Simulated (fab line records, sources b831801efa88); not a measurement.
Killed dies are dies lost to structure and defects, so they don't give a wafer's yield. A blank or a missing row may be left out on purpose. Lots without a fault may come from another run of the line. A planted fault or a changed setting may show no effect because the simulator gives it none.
A struck lot beside a sound one | flow sky130 | 15 steps out of a route of 708
Sound: wafers L358.2, L358.3, L358.4. Struck: wafers L356.1, L356.3, L356.5. The cause comes at the end.
At each step with rows: each side's tool, then ch and its chambers, then its first start. Under that, the readings that differ: sound wafers | struck wafers | difference of the means | sigmas: that difference in standard deviations of wafers without a fault.
alike: readings whose means differ by less than 2 such deviations, and words and numbers that are the same on both sides. not compared: withheld readings, readings that some wafer has no value for, bounds like >300 that may hide the same value, and numbers for which the record gives no deviation and whose values overlap.
The two part at a step that has a row with sigmas, a row that says differs or no value, or rows on one side only. Numbers that don't overlap but have no deviation are shown without sigmas and don't part them. A reading that every wafer of one side lacks parts them only if that side has two wafers or more.

SKY_VIA1_OVL_MEAS_13:
  sound on overlay-02, day 40 22:35; struck on overlay-02, day 40 10:51
  alike: VIA1_OVL
SKY_VIA1_ETCH_14: etches BARC in N2/H2, stops on SiO2, time 45.9 s, target depth 60 nm.
  sound on rie_diel-04 ch 0,2,3, day 40 22:37; struck on rie_diel-04 ch 1,2,3, day 40 10:53
  alike: drypump_motor_current_A, oes_product_au, throttle_valve_pct
  not compared: rf_hours_counter_h
then, 5 steps without rows for these wafers: SKY_VIA1_ETCH_15 (etches SiO2 in C4F8/O2/Ar, stops on TiN, target depth 351 nm, time 54 s); SKY_VIA1_STRIP_16 (strips in O2/N2); SKY_VIA1_STRIP_17 (strips in post etch residue remover, time 1200 s); SKY_VIA1_CLEAN_18 (cleans in IPA, time 180 s); SKY_VIA1_CLEAN_19 (cleans in O3/DIW).
SKY_VIA1_SPUTTER_20: material TiN, target thk 20 nm, time 80 s.
  sound on pvd_sputter-04, day 40 23:21; struck on pvd_sputter-04, day 40 11:35
  alike: cathode_dc_power_W, chamber_pressure_pa, throttle_valve_pct
SKY_VIA1_CVD_21: deposits W, target thk 270 nm, time 80.902 s.
  sound on cvd_w-01 ch 0,1, day 40 23:25; struck on cvd_w-02 ch 0,1, day 40 11:38
  reading            | sound       | struck        | difference | sigmas
  heater_power_w (W) | 750 899 771 | 1041 888 1051 | +187       | +2
SKY_VIA1_RS_MEAS_22: measures by four-point-probe.
  sound on film_metro-03, day 40 23:31; struck on film_metro-01, day 40 11:44
  alike: VIA1_W_RS
SKY_VIA1_THK_MEAS_23: measures by xrf.
  sound on film_metro-03, day 40 23:38; struck on film_metro-01, day 40 11:51
  alike: VIA1_W_THK
SKY_VIA1_CMP_24: polishes, stops on SiO2, t overpolish 15 s, target thk 0 nm.
  sound on cmp-02 ch 1,2,3, day 40 23:41; struck on cmp-02 ch 0,2,3, day 40 12:01
  alike: motor_current_A, overpolish_run_s, time_to_endpoint_s
SKY_METAL2_SPUTTER_00: material Ti, target thk 15 nm, time 10 s.
  sound on pvd_sputter-01, day 40 23:59; struck on pvd_sputter-02, day 40 12:13
  no value came back on the struck wafers for cathode_dc_power_W (W), chamber_pressure_pa (Pa), throttle_valve_pct (%); on the sound wafers cathode_dc_power_W (W) reads 2999.4 3000.2 2997.8
SKY_METAL2_SPUTTER_01: material TiN, target thk 20 nm, time 16.7 s.
  sound on pvd_sputter-01, day 41 00:01; struck on pvd_sputter-02, day 40 12:14
  alike: cathode_dc_power_W, chamber_pressure_pa, throttle_valve_pct
-- the record jumps here: 10 days lie between the struck wafers' starts before and after (it left off in module METAL2 and takes up again in module PAD_OPEN, whose first step shown is number 708 of the route) --
SKY_PAD_OPEN_PROBE_99:
  sound on prober-01, day 50 21:37; struck on prober-01, day 50 14:54
  reading                       | sound             | struck           | difference | sigmas
  defect_limited_yield (%)      | 84.6 82.7 85.6    | 80.9 77.2 80.7   | -4.7       | -2
  killed_dies                   | 76 85 71          | 94 112 95        | +23        | +2
  sort_n_pass                   | 416 407 421       | 398 380 397      | -23        | -2
  sort_yield_pct (%)            | 84.6 82.7 85.6    | 80.9 77.2 80.7   | -4.7       | -2
  model.etest.via1_chain.rc_ohm | 16.41 16.26 15.72 | 17.34 16.9 17.35 | +1.07      |
  alike: killed_at_M0_to_M3, killed_at_M4_up, killed_at_contacts, killed_at_front_end, killed_at_other, killed_open, killed_short, sort_bin_3_pad_short, sort_bin_5_function, sort_bin_6_memory

WHERE THEY PART
First at SKY_VIA1_CVD_21; last, within this record, at SKY_PAD_OPEN_PROBE_99.

WHY: what the simulator had put in
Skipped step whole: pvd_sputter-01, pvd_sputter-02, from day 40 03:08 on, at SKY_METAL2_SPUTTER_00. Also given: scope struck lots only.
